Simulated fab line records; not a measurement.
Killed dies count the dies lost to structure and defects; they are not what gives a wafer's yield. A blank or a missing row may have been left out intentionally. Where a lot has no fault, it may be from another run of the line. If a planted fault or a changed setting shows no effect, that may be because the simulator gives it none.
Matching of chambers -- flow sfq line -- pecvd-03 running SFQ_TRILAYER_I2_DEP_PECVD_063: 3 sister chambers
The step deposits SiO2 from SiH4/N2O, time 111.11 s, target thk 500 nm. 14 wafers are shown with their chamber, then 6 later ones without.

## WAFERS, EACH WITH ITS CHAMBER
wafer,chamber,run length s (s),heater power w (W),throttle valve pct (%)
L363.1,1,138.7,65,29.0
L363.2,0,139.7,82,24.8
L363.5,1,138.8,68,29.1
L366.3,1,138.7,75,22.8
L366.4,0,139.2,67,22.2
L366.6,1,138.6,62,23.0
L370.3,0,139.5,82,21.8
L370.4,0,140.2,66,21.7
L370.5,2,138.7,59,23.8
L371.2,2,138.5,63,23.9
L371.3,1,138.7,72,23.2
L380.1,1,139.6,68,23.3
L380.3,2,138.9,64,24.6
L380.4,0,140.2,82,21.8

SIGNATURES (averages over the wafers above)
reading,chamber 0,chamber 1,chamber 2,scatter within a chamber
run length s,139.760,138.850,138.700,0.375
heater power w,75.80,68.33,62.00,6.12
throttle valve pct,22.460,25.067,24.100,2.24
Rule: for a wafer and a chamber, the distance is found by dividing, reading by reading, the gap between the wafer's reading and the chamber's mean by the reading's scatter, squaring, summing and taking the root. The wafer belongs to the nearest chamber; if the next one is less than 2 further off, it can't be placed. The scatter: take each reading less its chamber's mean, square it, sum over the shown wafers, divide by the number of wafers less the number of chambers, and take the root.

## WAFERS WITHOUT THEIR CHAMBER
wafer,run length s (s),heater power w (W),throttle valve pct (%)
L384.1,139.0,55,24.7
L384.5,139.7,74,22.2
L384.6,138.6,57,24.7
L385.1,138.9,77,23.0
L385.4,138.8,57,24.5
L385.6,138.9,63,23.0

## EACH ONE'S CHAMBER
wafer,from the rows above,in truth
L384.1,can't be placed: 2 or 1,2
L384.5,0,0
L384.6,can't be placed: 2 or 1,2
L385.1,can't be placed: 1 or 0 or 2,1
L385.4,can't be placed: 2 or 1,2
L385.6,can't be placed: 2 or 1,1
Correct placement for 1 of the 6. Cannot be placed on the basis of these rows: 5; the candidates contain the true chamber in 5. Wrongly placed: 0.
